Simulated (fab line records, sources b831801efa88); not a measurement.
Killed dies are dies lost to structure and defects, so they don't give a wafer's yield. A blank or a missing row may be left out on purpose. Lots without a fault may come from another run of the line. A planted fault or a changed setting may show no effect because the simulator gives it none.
One fault seen from 2 desks | flow gf180mcu | each desk has only its own numbers; what lay behind them comes last

THE METROLOGY DESK
What the gauges read, lot by lot, whatever tool the lot ran on: means of the sampled wafers that have a number. A lot is out of limits, marked OUT, if its mean lies more than 4 standard deviations from the usual mean; the brackets give that distance.
Columns: A = VT_IMPLANT_01_OVL at GF_VT_IMPLANT_OVL_MEAS_18, usual -0.6 nm; B = cd_nm at GF_HV_LDD_CD_MEAS_07, usual 399.9 nm; C = HV_LDD_OVL at GF_HV_LDD_OVL_MEAS_08, usual 0.4 nm
lot  | first seen here | A    | B     | C
L532 | day 6 16:52     | 0.3  | 402.8 | 1.5
L531 | day 6 18:23     | 0.0  | 398.7 | -2.0
L533 | day 7 01:05     | -0.4 | 398.5 | 0.3
L535 | day 7 04:20     | -1.1 | 403.3 | -1.2
L534 | day 7 04:51     | -0.2 | 399.2 | 1.1
L538 | day 8 03:23     | 0.2  | 398.7 | 0.5
L539 | day 8 04:57     | 2.1  | 399.5 | 1.4
L540 | day 8 09:55     | -0.8 | 396.9 | 1.7
L541 | day 8 18:05     | -1.2 | 398.9 | -1.3
L545 | day 10 00:11    | -0.5 | 399.4 | -0.0
L547 | day 10 09:12    | -1.0 | 401.0 | 1.8
L548 | day 11 07:19    | -1.6 | 396.9 | 1.0
L552 | day 12 04:43    | -2.1 | 399.2 | 0.5
L554 | day 12 23:44    | -0.1 | 398.8 | 2.8
This desk's finding: nothing out of limits on any of the 14 lots.

THE TOOL OWNER'S DESK: litho_track-03
The tool's own readings at GF_POLY_GATE_SOFTBAKE_06 (time 60 s): means of the sampled wafers that have a number, for each lot that ran on this tool. A lot is out of limits, marked OUT, if its mean lies more than 4 standard deviations from the usual mean; the brackets give that distance.
Columns: A = plate_temp_C at GF_POLY_GATE_SOFTBAKE_06, usual 130.00 C; B = run_length_s at GF_POLY_GATE_SOFTBAKE_06, usual 89.20 s
lot  | first seen here | A      | B
L539 | day 11 00:00    | 129.87 | 89.25
L540 | day 11 06:00    | 130.05 | 89.28
L547 | day 13 12:00    | 129.97 | 97.17 (+66) OUT
L548 | day 14 11:00    | 130.02 | 93.27 (+34) OUT
This desk's finding: out of limits on L547, L548; first on L547, day 13 12:00 (run_length_s at GF_POLY_GATE_SOFTBAKE_06). In limits: L539, L540.

PUT TOGETHER
The tool owner's desk could have raised an alarm at day 13 12:00, on L547, L548.
The metrology desk saw nothing out of limits.
The metrology desk has L547, L548 on record, within its limits.
Of the lots named, all ran GF_POLY_GATE_SOFTBAKE_06 on litho_track-03.

WHAT THE SIMULATOR HAD PUT IN
Process parameter drift: litho_track-03, from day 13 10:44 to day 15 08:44, at GF_POLY_GATE_SOFTBAKE_06. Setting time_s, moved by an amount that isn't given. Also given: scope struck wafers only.
Lots struck among those shown: L547, L548.
Hours from the fault's start to each desk's first reading out of limits: the tool owner's desk, 1.
